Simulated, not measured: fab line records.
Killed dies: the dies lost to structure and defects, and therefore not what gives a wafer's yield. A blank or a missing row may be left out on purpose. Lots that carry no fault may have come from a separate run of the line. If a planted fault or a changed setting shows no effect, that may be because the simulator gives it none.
Matching of chambers || flow sky130 || SKY_LI_CONTACT_CMP_02 on cmp-02: 4 sister chambers
The step polishes PSG. 18 wafers are shown with their chamber, then 9 later ones without.

== WAFERS, EACH WITH ITS CHAMBER ==
{"wafer": "L928.3", "chamber": 0, "motor current A (A)": 12.1, "time to endpoint s (s)": 30.9, "slurry flow ml min": 150.8}
{"wafer": "L928.5", "chamber": 3, "motor current A (A)": 11.2, "time to endpoint s (s)": 35.1, "slurry flow ml min": 150.1}
{"wafer": "L928.6", "chamber": 2, "motor current A (A)": 11.7, "time to endpoint s (s)": 36.3, "slurry flow ml min": 150.4}
{"wafer": "L929.3", "chamber": 3, "motor current A (A)": 10.9, "time to endpoint s (s)": 38.4, "slurry flow ml min": 150.0}
{"wafer": "L929.4", "chamber": 1, "motor current A (A)": 14.5, "time to endpoint s (s)": 33.1, "slurry flow ml min": 149.4}
{"wafer": "L929.5", "chamber": 0, "motor current A (A)": 12.1, "time to endpoint s (s)": 33.7, "slurry flow ml min": 149.7}
{"wafer": "L931.2", "chamber": 0, "motor current A (A)": 12.6, "time to endpoint s (s)": 32.5, "slurry flow ml min": 149.8}
{"wafer": "L931.5", "chamber": 3, "motor current A (A)": 10.7, "time to endpoint s (s)": 37.3, "slurry flow ml min": 149.5}
{"wafer": "L931.6", "chamber": 2, "motor current A (A)": 12.1, "time to endpoint s (s)": 41.0, "slurry flow ml min": 150.2}
{"wafer": "L941.1", "chamber": 0, "motor current A (A)": 12.2, "time to endpoint s (s)": 29.3, "slurry flow ml min": 150.2}
{"wafer": "L941.2", "chamber": 2, "motor current A (A)": 11.5, "time to endpoint s (s)": 34.5, "slurry flow ml min": 149.6}
{"wafer": "L941.5", "chamber": 2, "motor current A (A)": 11.2, "time to endpoint s (s)": 37.8, "slurry flow ml min": 150.5}
{"wafer": "L944.1", "chamber": 3, "motor current A (A)": 10.6, "time to endpoint s (s)": 34.3, "slurry flow ml min": 149.9}
{"wafer": "L944.2", "chamber": 2, "motor current A (A)": 11.5, "time to endpoint s (s)": 36.5, "slurry flow ml min": 151.1}
{"wafer": "L944.6", "chamber": 2, "motor current A (A)": 12.1, "time to endpoint s (s)": 34.2, "slurry flow ml min": 150.0}
{"wafer": "L946.2", "chamber": 1, "motor current A (A)": 13.9, "time to endpoint s (s)": 27.6, "slurry flow ml min": 150.0}
{"wafer": "L946.4", "chamber": 2, "motor current A (A)": 11.4, "time to endpoint s (s)": 33.1, "slurry flow ml min": 150.5}
{"wafer": "L946.6", "chamber": 3, "motor current A (A)": 11.2, "time to endpoint s (s)": 34.7, "slurry flow ml min": 149.9}

SIGNATURES, as means of the wafers listed above
{"reading": "motor current A", "chamber 0": 12.250, "chamber 1": 14.200, "chamber 2": 11.643, "chamber 3": 10.920, "scatter within a chamber": 0.313}
{"reading": "time to endpoint s", "chamber 0": 31.600, "chamber 1": 30.350, "chamber 2": 36.200, "chamber 3": 35.960, "scatter within a chamber": 2.41}
{"reading": "slurry flow ml min", "chamber 0": 150.125, "chamber 1": 149.700, "chamber 2": 150.329, "chamber 3": 149.880, "scatter within a chamber": 0.418}
Rule: distance of a wafer from a chamber = root of the sum over the readings of ((wafer's reading minus chamber's mean) / reading's scatter) squared. The wafer belongs to the nearest chamber; if the next one is less than 2 further off, it can't be placed. The scatter is the square root of a quotient: the sum, over the shown wafers, of each reading's squared deviation from its chamber's mean, divided by wafers minus chambers.

== WAFERS MISSING THEIR CHAMBER ==
{"wafer": "L949.1", "motor current A (A)": 11.8, "time to endpoint s (s)": 30.6, "slurry flow ml min": 149.6}
{"wafer": "L949.4", "motor current A (A)": 11.1, "time to endpoint s (s)": 29.7, "slurry flow ml min": 151.4}
{"wafer": "L949.5", "motor current A (A)": 10.9, "time to endpoint s (s)": 30.0, "slurry flow ml min": 150.9}
{"wafer": "L947.1", "motor current A (A)": 13.9, "time to endpoint s (s)": 27.9, "slurry flow ml min": 149.7}
{"wafer": "L947.3", "motor current A (A)": 12.5, "time to endpoint s (s)": 29.1, "slurry flow ml min": 149.7}
{"wafer": "L947.6", "motor current A (A)": 13.4, "time to endpoint s (s)": 28.1, "slurry flow ml min": 149.4}
{"wafer": "L948.1", "motor current A (A)": 11.9, "time to endpoint s (s)": 34.7, "slurry flow ml min": 150.0}
{"wafer": "L948.2", "motor current A (A)": 10.9, "time to endpoint s (s)": 36.4, "slurry flow ml min": 149.7}
{"wafer": "L948.4", "motor current A (A)": 13.4, "time to endpoint s (s)": 29.3, "slurry flow ml min": 150.3}

== THE CHAMBER EACH PASSED THROUGH ==
{"wafer": "L949.1", "from the rows above": "can't be placed: 0 or 2 or 3", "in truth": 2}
{"wafer": "L949.4", "from the rows above": "can't be placed: 2 or 3 or 0", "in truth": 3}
{"wafer": "L949.5", "from the rows above": "can't be placed: 3 or 2 or 0", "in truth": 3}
{"wafer": "L947.1", "from the rows above": 1, "in truth": 1}
{"wafer": "L947.3", "from the rows above": 0, "in truth": 0}
{"wafer": "L947.6", "from the rows above": "can't be placed: 1 or 0", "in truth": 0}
{"wafer": "L948.1", "from the rows above": "can't be placed: 2 or 0 or 3", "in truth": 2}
{"wafer": "L948.2", "from the rows above": 3, "in truth": 3}
{"wafer": "L948.4", "from the rows above": "can't be placed: 1 or 0", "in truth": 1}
Correct placement for 3 of the 9. Can't be placed from these rows: 6 (the true chamber is among the candidates in 6). 0 placed wrongly.
